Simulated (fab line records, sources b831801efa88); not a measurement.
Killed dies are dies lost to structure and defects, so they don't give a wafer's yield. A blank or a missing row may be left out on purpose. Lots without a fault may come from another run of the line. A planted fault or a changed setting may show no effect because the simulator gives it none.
fab line records | flow sky130
record lots=14 wafers=42 last_day=51
route steps=708 shown VIA1@478 METAL2@483
lots that met no fault: from a run of the same line without faults
start_h: hours from the record's first day to the start of the lot's first wafer shown | wait_h: hours since the lot's step before | " the same as in the row above | L1.1+2: a row that stands for several wafers | - no value, or no start given | * or withheld: withheld | < > ~ a bound
route shown NAME@n: a module of which the file shows steps, and the number in the route of the first | usual: mean/standard deviation of fault-free wafers | same: alike in all rows | chamber/n: place in a boat | sites: the reading at each site | _std_site: their standard deviation | _edge_site: outer sites' mean less inner sites' | radius_mm: how far each site lies from the wafer's centre | mask NAME#n: copy n | behind: the tool/chamber that last shaped the wafer | hold: why the lot was held/for how many hours/how that ended | device: the transistor (n, p or np) that didn't switch | end of line: the same wafers' tests at the end of the route | a step without rows: its recipe alone | killed: dies lost to structure and defects at the first sort, not the wafer's yield | map: a wafer's dies, x killed, . not, _ none there
set.NAME: the setting as run; set.NAME@STEP: as run at that earlier step | model.NAME: the simulator's own value behind a step, which no gauge read
steps of the route over a sample of lots; a table a step, a row a wafer
services: from which hour (start_h, from the record's first day; less than 0 if before it) a tool's chamber was out of use, for how many hours, and why
## steps
# step SKY_VIA1_SPUTTER_20
# recipe material=TiN target_thk_nm=20 chamber_pressure_pa=5 power_w=4000 time_s=80
# usual cathode_dc_power_W=4000.0/0.69 throttle_valve_pct=29.5/1.1
# columns lot.wafer tool chamber start_h wait_h cathode_dc_power_W throttle_valve_pct
L767.1 pvd_sputter-02 - 776.66 0.0 4001.0 30.3
L767.2 " - " " 4000.3 29.0
L767.4 " - " " 4001.3 31.2
L768.1 pvd_sputter-03 - 800.65 0.0 3999.3 30.6
L768.3 " - " " 4000.7 28.8
L768.6 " - " " 4000.2 27.6
L769.3 pvd_sputter-04 - 820.16 0.0 3999.9 30.1
L769.4 " - " " 4000.5 28.4
L769.6 " - " " 4000.6 28.5
L771.2 pvd_sputter-04 - 823.88 0.0 4000.6 30.1
L771.3 " - " " 3999.8 29.3
L771.5 " - " " 4000.3 29.6
L770.1 pvd_sputter-04 - 828.00 0.0 3999.3 28.9
L770.4 " - " " 4000.0 30.1
L770.5 " - " " 4000.9 30.0
L772.1 pvd_sputter-03 - 847.32 0.0 3999.1 30.9
L772.4 " - " " 3999.7 29.0
L772.5 " - " " 3999.0 28.9
L773.1 pvd_sputter-03 - 863.63 0.0 4000.0 27.7
L773.4 " - " " 3999.4 31.2
L773.6 " - " " 4000.5 28.9
L775.2 pvd_sputter-04 - 864.04 0.0 4000.8 29.7
L775.3 " - " " 4000.2 30.3
L775.6 " - " " 4000.2 28.6
L774.1 pvd_sputter-04 - 868.09 0.0 4000.4 28.4
L774.2 " - " " 4000.5 29.7
L774.5 " - " " 4000.1 28.8
L780.1 pvd_sputter-04 - 912.37 0.0 4000.1 28.4
L780.4 " - " " 4000.3 30.3
L780.6 " - " " 3999.6 28.9
L779.1 pvd_sputter-03 - 913.98 0.0 3999.4 30.9
L779.4 " - " " 4000.4 29.0
L779.6 " - " " 3999.9 28.9
L787.1 pvd_sputter-04 - 946.04 0.0 3999.6 28.6
L787.3 " - " " 3999.8 30.1
L787.4 " - " " 4000.5 29.2
L789.1 pvd_sputter-03 - 952.10 0.0 3999.2 31.0
L789.3 " - " " 4000.2 27.5
L789.5 " - " " 3999.2 30.8
L790.2 pvd_sputter-02 - 966.33 0.0 4000.8 31.2
L790.5 " - " " 4000.5 29.5
L790.6 " - " " 3999.7 29.2
# step SKY_METAL2_SPUTTER_00
# recipe material=Ti target_thk_nm=15 power_w=3000 time_s=10 chamber_pressure_pa=0.4
# usual cathode_dc_power_W=3000.0/0.62 throttle_valve_pct=29.6/1.1
# columns lot.wafer tool chamber start_h wait_h cathode_dc_power_W throttle_valve_pct
L767.1 pvd_sputter-01 - 777.30 0.1 2999.5 28.5
L767.2 " - " " 2999.7 31.3
L767.4 " - " " 2999.5 28.3
L768.1 pvd_sputter-04 - 801.29 0.2 3000.1 29.8
L768.3 " - " " 3000.3 28.6
L768.6 " - " " 2999.4 30.4
L769.3 pvd_sputter-01 - 820.79 0.1 2999.3 30.5
L769.4 " - " " 2999.9 31.2
L769.6 " - " " 2999.2 31.3
L771.2 pvd_sputter-01 - 824.51 0.1 2999.0 30.2
L771.3 " - " " 3000.6 28.3
L771.5 " - " " 2998.0 30.4
L770.1 pvd_sputter-01 - 828.64 0.1 2999.8 31.5
L770.4 " - " " 3000.1 28.3
L770.5 " - " " 3000.0 31.1
L772.1 pvd_sputter-01 - 847.95 0.1 3000.0 30.6
L772.4 " - " " 2998.5 28.3
L772.5 " - " " 3000.7 30.3
L773.1 pvd_sputter-04 - 864.27 0.1 3000.5 28.5
L773.4 " - " " 3000.4 28.9
L773.6 " - " " 2999.6 30.1
L775.2 pvd_sputter-04 - 864.67 0.2 3000.4 30.2
L775.3 " - " " 2998.6 29.6
L775.6 " - " " 2999.3 29.6
L774.1 pvd_sputter-01 - 868.72 0.2 3000.5 28.4
L774.2 " - " " 2999.4 31.3
L774.5 " - " " 3001.0 30.2
L780.1 pvd_sputter-02 - 913.21 0.1 2999.6 31.1
L780.4 " - " " 3000.7 30.9
L780.6 " - " " 2999.0 31.2
L779.1 pvd_sputter-02 - 915.08 0.2 2999.5 29.5
L779.4 " - " " 3000.2 31.3
L779.6 " - " " 3000.5 29.5
L787.1 pvd_sputter-01 - 946.67 0.1 2999.9 28.2
L787.3 " - " " 2999.0 28.6
L787.4 " - " " 3000.6 31.4
L789.1 pvd_sputter-02 - 952.73 0.1 3000.5 29.0
L789.3 " - " " 3000.4 29.5
L789.5 " - " " 3000.0 31.3
L790.2 pvd_sputter-04 - 966.97 0.2 2999.9 29.6
L790.5 " - " " 2998.7 29.7
L790.6 " - " " 3000.7 28.6
# step SKY_METAL2_PEB_13
# recipe peb_temp_c=withheld peb_time_s=withheld resist=KrF-thick
# usual chill_plate_temp_C=* exhaust_pa=44.7/0.83
# columns lot.wafer tool chamber start_h wait_h chill_plate_temp_C exhaust_pa
L767.1 litho_track-03 0 804 - * 44.4
L767.2 " 0 " " * 43.9
L767.4 " 0 805 - * 45.1
L768.1 litho_track-03 0 828 - * 45.4
L768.3 " 0 " " * 44.7
L768.6 " 0 " " * 46.9
L769.3 litho_track-03 0 846 - * 44.9
L769.4 " 0 " " * 43.4
L769.6 " 0 847 - * 45.5
L771.2 litho_track-01 0 851 - * 46.0
L771.3 " 0 " " * 43.9
L771.5 " 0 " " * 45.1
L770.1 litho_track-01 0 854 - * 44.7
L770.4 " 0 " " * 45.3
L770.5 " 0 " " * 43.7
L772.1 litho_track-04 0 874 - * 45.3
L772.4 " 0 " " * 45.0
L772.5 " 0 " " * 45.6
L773.1 litho_track-01 0 889 - * 43.4
L773.4 " 0 " " * 44.8
L773.6 " 0 " " * 44.9
L775.2 litho_track-01 0 889 - * 44.3
L775.3 " 0 " " * 44.0
L775.6 " 0 " " * 44.2
L774.1 litho_track-03 0 894 - * 44.1
L774.2 " 0 " " * 44.8
L774.5 " 0 " " * 43.3
L780.1 litho_track-03 - 936 - - -
L780.4 " - " " - -
L780.6 " - " " - -
L779.1 litho_track-03 - 939 - - -
L779.4 " - " " - -
L779.6 " - " " - -
L787.1 litho_track-03 0 970 - * 43.5
L787.3 " 0 " " * 44.6
L787.4 " 0 " " * 44.1
L789.1 litho_track-01 0 976 - * 45.0
L789.3 " 0 " " * 44.2
L789.5 " 0 " " * 45.1
L790.2 litho_track-03 0 989 - * 44.7
L790.5 " 0 " " * 45.9
L790.6 " 0 " " * 43.8
# step SKY_METAL2_ETCH_18
# recipe chemistry=N2/H2 target=BARC ion_energy_ev=200 bias_w=100 pressure_mtorr=30 n2_flow_sccm=100 h2_flow_sccm=200 icp_w=500 stop_on=SiO2 time_s=45.9 target_depth_a=600
# usual drypump_motor_current_A=6.1/0.47 oes_product_au=0.855/0.0045 throttle_valve_pct=13.225/0.0094
# columns lot.wafer tool chamber start_h wait_h drypump_motor_current_A oes_product_au rf_hours_counter_h throttle_valve_pct
L767.1 rie_metal-04 0 805.45 0.0 5.9 0.857 15 13.234
L767.2 " 1 " " 6.5 0.855 14 13.222
L767.4 " 0 " " 5.8 0.855 - 13.237
L768.1 rie_metal-03 1 828.75 0.0 5.7 0.853 14 13.216
L768.3 " 0 " " 6.5 0.852 - 13.231
L768.6 " 0 " " 6.5 0.853 - 13.230
L769.3 rie_metal-03 0 847.56 0.0 6.6 0.859 - 13.214
L769.4 " 1 " " 5.7 0.859 - 13.217
L769.6 " 0 " " 6.5 0.853 - 13.226
L771.2 rie_metal-04 0 851.57 0.0 5.9 0.855 17 13.242
L771.3 " 0 " " 5.8 0.854 - 13.233
L771.5 " 0 " " 5.9 0.849 - 13.216
L770.1 rie_metal-01 0 855.27 0.0 5.9 0.866 5 13.223
L770.4 " 1 " " 5.2 0.856 - 13.228
L770.5 " 1 " " 5.2 0.854 - 13.230
L772.1 rie_metal-03 0 874.72 0.1 6.6 0.853 13 13.218
L772.4 " 0 " " 6.6 0.856 - 13.222
L772.5 " 0 " " 6.5 0.861 - 13.225
L773.1 rie_metal-01 0 889.92 0.0 5.9 0.856 6 13.242
L773.4 " 1 " " 5.2 0.860 - 13.233
L773.6 " 0 " " 5.9 0.863 - 13.229
L775.2 rie_metal-03 0 890.32 0.1 6.5 0.854 - 13.247
L775.3 " 0 " " 6.5 0.854 - 13.230
L775.6 " 0 " " 6.6 0.851 - 13.217
L774.1 rie_metal-01 1 895.05 0.0 5.2 0.847 3 13.225
L774.2 " 0 " " 5.9 0.858 7 13.228
L774.5 " 1 " " 5.2 0.856 - 13.227
L780.1 rie_metal-04 1 937.38 0.1 6.5 0.853 2 13.227
L780.4 " 1 " " 6.6 0.855 - 13.213
L780.6 " 1 " " 6.5 0.862 - 13.233
L779.1 rie_metal-03 0 939.73 0.1 6.5 0.858 16 13.236
L779.4 " 0 " " 6.5 0.860 - 13.216
L779.6 " 0 " " 6.5 0.846 - 13.217
L787.1 rie_metal-04 0 971.10 0.0 5.9 0.854 1 13.219
L787.3 " 1 " " 6.6 0.857 - 13.203
L787.4 " 0 " " 5.9 0.853 - 13.224
L789.1 rie_metal-03 1 977.02 0.0 5.7 0.847 2 13.223
L789.3 " 0 " " 6.6 0.854 - 13.206
L789.5 " 0 " " 6.5 0.856 - 13.227
L790.2 rie_metal-03 0 990.15 0.0 6.6 0.861 19 13.229
L790.5 " 0 " " 6.6 0.852 - 13.230
L790.6 " 1 " " 5.7 0.860 - 13.238
## services
# columns tool chamber start_h hours kind
pvd_sputter-03 - 756.71 6.4 repair
pvd_sputter-03 - 766.97 2.8 repair
pvd_sputter-04 - 780.91 9.5 repair
pvd_sputter-02 - 798.21 108.1 repair
rie_metal-01 1 800.95 - clean
rie_metal-01 1 800.95 10.2 scheduled_down
rie_metal-01 1 800.95 10.2 vent_cycle
rie_metal-03 - 811.15 1.4 pm
pvd_sputter-03 - 824.89 4.6 repair
pvd_sputter-01 - 862.72 5.0 repair
rie_metal-04 0 870.25 25.8 repair
rie_metal-03 1 871.88 21.5 repair
rie_metal-04 1 896.09 - clean
rie_metal-04 1 896.09 13.6 scheduled_down
rie_metal-04 1 896.09 13.6 vent_cycle
rie_metal-03 0 904.62 22.3 repair
rie_metal-03 1 914.71 3.7 repair
rie_metal-04 0 915.87 - clean
rie_metal-04 0 915.87 26.6 scheduled_down
rie_metal-04 0 915.87 26.6 vent_cycle
rie_metal-03 1 926.94 - clean
rie_metal-03 1 926.94 17.3 scheduled_down
rie_metal-03 1 926.94 17.3 vent_cycle
pvd_sputter-02 - 959.12 5.3 repair
## key
first_sign step=SKY_METAL2_PEB_13 reading=tool_record direction=missing
effect none on later readings
met_at SKY_METAL2_PEB_13
struck_lots L779,L780
later_rows_left_out L779.1,L779.4,L779.6,L780.1,L780.4,L780.6
sort_left_out L779.1,L779.4,L779.6,L780.1,L780.4,L780.6
tester_left_out L780
not_acting_at SKY_VIA1_SPUTTER_20,SKY_METAL2_SPUTTER_00,SKY_METAL2_ETCH_18
onset_between 894 936
earlier_fault kind=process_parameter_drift tool=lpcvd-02 chamber=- onset_h=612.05 steps=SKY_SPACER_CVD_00 channel=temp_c offset=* shape=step end_h=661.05 acts_in=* stated=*
fault kind=skipped_step_whole tool=litho_track-03 chamber=- onset_h=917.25 steps=SKY_METAL2_PEB_13 scope=struck_lots_only
# tester_left_out: of these lots the tester's yield and bins aren't shown, on N5 and GAA mostly nor the transistor test; their killed dies are dies lost to structure and defects alone, not to doping, threshold or leakage, so they don't give the yield
# sort_left_out: the simulated sort isn't trusted on such a fault, so these wafers' sort isn't shown, and their yield isn't known
# later_rows_left_out: the simulator's readings of these wafers behind a module that went badly wrong aren't trusted and aren't shown, but for the sort
